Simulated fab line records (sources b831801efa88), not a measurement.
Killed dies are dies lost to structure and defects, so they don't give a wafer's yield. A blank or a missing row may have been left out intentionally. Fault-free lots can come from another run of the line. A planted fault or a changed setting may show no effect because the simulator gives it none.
A struck lot beside a sound one | flow gf180mcu | 14 out of 602 route steps
Sound: these wafers, L461.1, L461.2, L461.5. Wafers L475.2, L475.3, L475.5 were the ones struck. The cause is given at the end.
For every step that has rows: the tool of each side, followed by ch and its chambers, followed by its first start. Under that, the readings that differ: sound wafers | struck wafers | difference of the means | sigmas: that difference in standard deviations of wafers without a fault.
alike: readings with means less than 2 such deviations apart, plus words and numbers identical on both sides. not compared: withheld readings, readings lacking a value on some wafer, bounds such as >300 that could conceal the same value, and numbers that have no deviation in the record and whose values overlap.
Wherever a step has rows on one side only, a row that says differs or no value, or a row with sigmas, the two part there. Numbers that have no deviation but don't overlap get no sigmas and don't part them. A reading that every wafer of one side lacks parts them only if that side has two wafers or more.

GF_V4_OVL_MEAS_15:
  sound on overlay-02 at day 25 11:57; struck on overlay-02 at day 29 16:40
  alike: V4_OVL
then, 2 steps without rows for these wafers: GF_V4_ETCH_16 (etches BARC in N2/H2); GF_V4_ETCH_17 (etches SiO2 in C4F8/O2/Ar, stops on TiN, target depth 630 nm).
GF_V4_STRIP_18: strips in O2/N2.
  sound on plasma_asher-03 ch 0,1, day 25 12:07; struck on plasma_asher-02 ch 0, day 29 16:49
  alike: drypump_motor_current_A, heater_power_w, oes_product_au
  not compared: rf_hours_counter_h
then, 2 steps without rows for these wafers: GF_V4_STRIP_19 (strips in post etch residue remover, time 1200 s); GF_V4_CLEAN_20 (cleans in DIW).
GF_V4_SPUTTER_21: material Ti, target thk 15 nm, time 80.02 s.
  sound on pvd_sputter-03 at day 25 12:40; struck on pvd_sputter-01 at day 29 17:22
  alike: throttle_valve_pct
then, 1 step without rows for these wafers: GF_V4_SPUTTER_22 (material TiN, target thk 10 nm, time 40 s).
GF_V4_CVD_23: deposits W, target thk 350 nm, time 104.9 s.
  sound on cvd_w-02 ch 0,1, day 25 12:46; struck on cvd_w-02 ch 1, day 29 17:28
  alike: heater_power_w
GF_V4_RS_MEAS_24: measurement is done with a four-point probe.
  sound on film_metro-01 at day 25 12:52; struck on film_metro-04 at day 29 17:35
  alike: V4_W_RS
GF_V4_THK_MEAS_25: measures by xrf.
  sound on film_metro-01 at day 25 12:59; struck on film_metro-04 at day 29 17:42
  reading       | sound       | struck      | difference | sigmas
  V4_W_THK (nm) | 350 365 361 | 338 344 340 | -18        | -2
GF_V4_CMP_26: polishes, stops on SiO2, t overpolish 15 s, target thk 0 nm.
  sound on cmp-02 ch 1,2,3, day 25 13:19; struck on cmp-02 ch 0,2, day 29 17:45
  alike: motor_current_A, overpolish_run_s, retaining_ring_pressure_frac, time_to_endpoint_s
GF_MIM_SPUTTER_00: material Ti, target thk 37.5 nm, time 150 s.
  sound on pvd_sputter-04 at day 25 13:31; struck on pvd_sputter-01 at day 29 18:03
  reading                                | sound             | struck            | difference | sigmas
  model.Ti_of_MIM_SPUTTER_00.thk_nm (nm) | 37.55 37.52 37.44 | 39.16 39.26 39.86 | +1.92      |
  alike: throttle_valve_pct
GF_MIM_SPUTTER_01: material TiN, target thk 30 nm, time 25 s.
  sound on pvd_sputter-04 at day 25 13:37; struck on pvd_sputter-01 at day 29 18:09
  alike: throttle_valve_pct

== WHERE THEY PART ==
At GF_V4_THK_MEAS_25 and nowhere else, as far as this record goes. Later steps at which nothing parts them and some readings are alike: GF_V4_CMP_26, GF_MIM_SPUTTER_00, GF_MIM_SPUTTER_01.

WHY: whatever the simulator had introduced
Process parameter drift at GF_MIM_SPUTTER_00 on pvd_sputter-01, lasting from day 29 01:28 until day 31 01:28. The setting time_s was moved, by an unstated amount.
